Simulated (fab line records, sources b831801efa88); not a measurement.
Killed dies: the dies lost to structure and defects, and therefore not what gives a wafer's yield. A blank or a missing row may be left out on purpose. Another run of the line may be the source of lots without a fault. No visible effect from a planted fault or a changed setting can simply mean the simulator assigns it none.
8D (eight disciplines) problem report, filled in by code -- flow gf180mcu -- the parts of the form that need people (team, actions taken, sign-off) are left out

## 1. WHAT IS WRONG
Mean NSD_RS at GF_PSD_RS_MEAS_14: 43.58 ohm/sq over 3 wafers in 3 lots; fault-free wafers: 46.10 ohm/sq, standard deviation 0.077. Relative to the usual mean, that is a shift of -33 standard deviations.
The step: measures by four-point-probe.
Earliest sighting: wafer L730.1 on film_metro-03 at day 20 00:56. At this step, 39 wafers from 14 lots have a number in the record. By rule, "out" or "out of limits" means more than 4 standard deviations away from the usual mean. The other wafers with a number count as sound.

## 2. WHAT THIS IS AND IS NOT
question,is,is not
which readings at this step,NSD_RS,-
which lots,"L730, L733, L734","L715, L716, L717, L718, L720, L721, L722, L724, L726, L727, L728"
which wafers of those lots,"L730.1, L733.5, L734.1","L730.2, L733.3, L734.2"
read on which gauges,film_metro-03,"film_metro-01, film_metro-02"
when,from day 20 00:56,"up to then (34 sound wafers); but 2 sound wafers of L733, L734 came after"

## 3. THE SUSPECTS, EACH WITH WHAT RULES IT OUT
Counting: a tool at a process step up to the reading stays a suspect if it ran every lot that is out. Sound lots after the first of them don't rule it out here, since some wafers of a struck lot are sound.
- the gauge at GF_PSD_RS_MEAS_14: ruled out. All the wafers that are out were read on film_metro-03, but those of them that GF_PSD_RTA_13 has rows for are out there too, on other tools.
- rtp_anneal-01 at GF_PSD_RTA_13 (time 20 s): kept. It processed each lot that is out (first: L730, day 20 00:51); up to then, its last sound lot is L727 (day 18 21:59). Its own readings are out on those wafers: run_length_s.
Left after counting: rtp_anneal-01 at GF_PSD_RTA_13.

## 4. THE CAUSE (what the simulator had put in)
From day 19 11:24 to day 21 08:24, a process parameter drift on rtp_anneal-01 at GF_PSD_RTA_13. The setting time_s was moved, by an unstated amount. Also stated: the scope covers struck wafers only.
The count eliminated every tool but this one.

## 5. THE EFFECT CHAIN, in route order
Each row: a reading whose mean over the struck wafers that have a number lies more than 3 standard deviations from the usual. Readings are gone through only where the record gives a usual standard deviation; hours: the median, over the lots, of the time from a lot's start at the first step in this table giving one to that lot's start at this step; sigmas: the change measured in usual standard deviations.
hours,step,reading,usual,on struck wafers,change,sigmas
0,GF_PSD_RTA_13,run_length_s,48.7 s,61.4,+12.7,+20
0,GF_PSD_RS_MEAS_14,NSD_RS,46.10 ohm/sq,43.58,-2.52,-33
0,GF_PSD_RS_MEAS_15,PSD_RS,108.50 ohm/sq,103.40,-5.10,-21
The process steps in it:
- GF_PSD_RTA_13: time 20 s.
Later measuring or inspecting steps at which every struck wafer that the step has a row for has a number for every such reading, and none has moved that far: GF_V1_THK_MEAS_25.

## 6. HOW IT WOULD HAVE BEEN CAUGHT EARLIER
The first out-of-limits reading at a measuring or inspecting step in this record came at day 20 00:56, 14 hours after the fault's start at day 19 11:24.
At GF_PSD_RTA_13, the tool's own readings (run_length_s) were out on each struck wafer the step has a row for, so an alarm limit on them would have fired on the first such wafer.
Among the 3 lots that are out, L733, L734 began GF_PSD_RTA_13 on rtp_anneal-01 after day 20 00:56. A hold on the tool at that time would have spared those 2.
